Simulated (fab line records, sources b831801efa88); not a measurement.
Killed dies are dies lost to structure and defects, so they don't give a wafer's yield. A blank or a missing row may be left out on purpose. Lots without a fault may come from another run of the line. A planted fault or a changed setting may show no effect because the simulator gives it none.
One fault seen from 2 desks | flow gf180mcu | each desk has only its own numbers; what lay behind them comes last

THE TOOL OWNER'S DESK: furnace-02
The tool's own readings at GF_DUAL_GATE_OXIDATION_15 (stabilise 600 s, purge 300 s, target thk 7.098 nm): means of the sampled wafers that have a number, for each lot that ran on this tool. A lot is out of limits, marked OUT, if its mean lies more than 4 standard deviations from the usual mean; the brackets give that distance.
Columns: A = ox_temp_c_max at GF_DUAL_GATE_OXIDATION_15, usual 853.3
lot  | first seen here | A
L198 | day 11 08:49    | 852.3
L201 | day 12 05:25    | 852.2
L211 | day 15 02:46    | 852.7
This desk's finding: nothing out of limits on any of the 3 lots.

THE METROLOGY DESK
What the gauges read, lot by lot, whatever tool the lot ran on: means of the sampled wafers that have a number. A lot is out of limits, marked OUT, if its mean lies more than 4 standard deviations from the usual mean; the brackets give that distance.
Columns: A = DUAL_GATE_OXIDATION_00_THK at GF_DUAL_GATE_THK_MEAS_03, usual 10.87 nm; B = DUAL_GATE_OVL at GF_DUAL_GATE_OVL_MEAS_11, usual -0.1 nm
lot  | first seen here | A     | B
L190 | day 8 06:32     | 11.03 | 1.0
L193 | day 9 00:22     | 10.68 | -0.2
L198 | day 10 14:28    | 10.76 | 1.3
L201 | day 11 09:35    | 10.96 | 0.0
L210 | day 13 20:12    | 10.99 | -0.3
L211 | day 14 05:33    | 10.93 | 0.3
This desk's finding: nothing out of limits on any of the 6 lots.

PUT TOGETHER
The tool owner's desk saw nothing out of limits.
The metrology desk saw nothing out of limits.

WHAT THE SIMULATOR HAD PUT IN
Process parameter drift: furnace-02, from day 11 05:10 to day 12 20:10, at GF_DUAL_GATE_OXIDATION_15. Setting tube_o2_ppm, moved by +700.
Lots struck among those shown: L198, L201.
